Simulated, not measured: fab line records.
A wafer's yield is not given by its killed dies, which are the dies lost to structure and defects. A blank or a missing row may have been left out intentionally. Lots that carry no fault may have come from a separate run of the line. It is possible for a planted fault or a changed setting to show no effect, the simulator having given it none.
2 desks, one fault -- flow gf180mcu -- each desk has only its own numbers; what lay behind them comes last

## FOR THE TOOL OWNER'S DESK: plasma-asher-04
The tool's own readings at GF_HV_LDD_STRIP_22 (strips in O2/N2): means of the sampled wafers that have a number, for each lot that ran on this tool. The brackets show how far a lot's mean lies from the usual mean; more than 4 standard deviations puts the lot out of limits, marked OUT.
Columns: A = drypump-motor-current-A at GF_HV_LDD_STRIP_22, usual 5.7 A; B = heater-power-w at GF_HV_LDD_STRIP_22, usual 368 W; C = oes-product-au at GF_HV_LDD_STRIP_22, usual 0.717 a.u.; D = platen-temp-c at GF_HV_LDD_STRIP_22, usual 249.99 C; E = strip-time-to-endpoint-s at GF_HV_LDD_STRIP_22, usual 12.62 s
lot,first seen here,A,B,C,D,E
L439,day 11 21:55,5.5,366,0.718,249.88,12.63
L446,day 14 00:19,5.5,374,0.953 (+49) OUT,249.91,-
L457,day 17 09:10,5.5,373,0.718,249.93,12.63
L459,day 18 04:17,5.5,372,0.713,249.92,12.58
This desk's finding: out of limits on L446; first on L446, day 14 00:19 (oes-product-au at GF_HV_LDD_STRIP_22). Within limits: L439, L457, L459.

## FROM THE METROLOGY DESK
What the gauges read for every lot (on any tool): the sampled wafers with a number, averaged. The brackets show how far a lot's mean lies from the usual mean; more than 4 standard deviations puts the lot out of limits, marked OUT.
Columns: A = MVPSD_RS at GF_VT_IMPLANT_RS_MEAS_49, usual 1169 ohm/sq; B = POLY_GATE_CVD_00_THK at GF_POLY_GATE_THK_MEAS_01, usual 200.1 nm; C = HV_LDD_OVL at GF_HV_LDD_OVL_MEAS_08, usual -0.3 nm
lot,first seen here,A,B,C
L436,day 7 14:29,1166,201.7,0.9
L439,day 8 13:25,1175,200.8,0.0
L440,day 8 18:25,1173,200.7,-1.0
L445,day 10 04:27,1167,201.4,-1.4
L446,day 10 10:32,1169,200.6,-0.3
L448,day 11 02:43,1173,199.6,-1.0
L450,day 11 12:45,1169,201.2,0.6
L453,day 12 08:18,1169,199.4,1.1
L455,day 13 03:01,1167,200.6,0.0
L457,day 13 11:04,1165,199.5,-2.4
L458,day 13 19:10,1171,203.9,-2.1
L459,day 14 03:07,1170,200.2,0.4
This desk's finding: nothing out of limits on any of the 12 lots.

## ALL TOGETHER
On L446, at day 14 00:19, an alarm was possible from the tool owner's desk.
Metrology desk: nothing out of limits seen.
The metrology desk has L446 on record, within its limits.
Every lot named ran GF_HV_LDD_STRIP_22 on plasma-asher-04.

## WHAT WAS PUT IN BY THE SIMULATOR
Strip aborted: plasma-asher-04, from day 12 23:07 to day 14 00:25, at GF_HV_LDD_STRIP_22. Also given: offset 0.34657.
Lots struck among those shown: L446.
How many hours passed from the start of the fault until each desk's first out-of-limits reading: the tool owner's desk, 25.
